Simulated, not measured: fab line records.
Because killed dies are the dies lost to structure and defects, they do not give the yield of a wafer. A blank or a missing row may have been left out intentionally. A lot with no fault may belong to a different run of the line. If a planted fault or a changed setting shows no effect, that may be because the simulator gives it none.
Which tool is to blame? -- flow sky130 -- 11 lots (33 wafers sampled), 1 step of a 708-step route

== WHAT THE GAUGES READ, wafer by wafer ==
SKY_VIA3_OVL_MEAS_13.
lot,measured,on,VIA3_OVL (nm)
L116,day 39 23:32,overlay-01,-1 -7 0
L121,day 41 10:15,overlay-01,1 -5 0
L124,day 42 07:05,overlay-01,-6 1 -5
L125,day 42 22:50,overlay-01,1 0 6
L129,day 43 19:03,overlay-01,5 -2 -1
L130,day 44 06:24,overlay-02,-2 2 -4
L133,day 44 22:44,overlay-01,1 0 6
L135,day 45 11:44,overlay-02,-1 3 0
L136,day 45 13:59,overlay-02,3 5 4
L137,day 45 17:32,overlay-02,8 11 10
L138,day 46 12:58,overlay-01,12 5 10

== WHICH TOOL RAN EACH LOT (tool, then ch and the chambers of the sampled wafers, then the start) ==
No process step before these readings appears in the record.

== THE ANSWER, worked out from the rows above alone ==
Rule: what is usual is taken from the lots themselves. The widest of any qualifying gaps counts: lots, ordered by their means at a reading, are off when they make up no more than a third of the lots, leave a main group of 4 or more, and stand apart from it by 3 or more times the standard deviation of that group's means. A main group is skipped when, at the precision printed for the reading in the tables above, its means are all equal. A lot without any number at a reading at which 4 lots or more have one is off too. All remaining lots with rows at the step are treated as sound.
None of the lots is off at any reading shown; this tells nothing.

== WHAT WAS PUT IN BY THE SIMULATOR ==
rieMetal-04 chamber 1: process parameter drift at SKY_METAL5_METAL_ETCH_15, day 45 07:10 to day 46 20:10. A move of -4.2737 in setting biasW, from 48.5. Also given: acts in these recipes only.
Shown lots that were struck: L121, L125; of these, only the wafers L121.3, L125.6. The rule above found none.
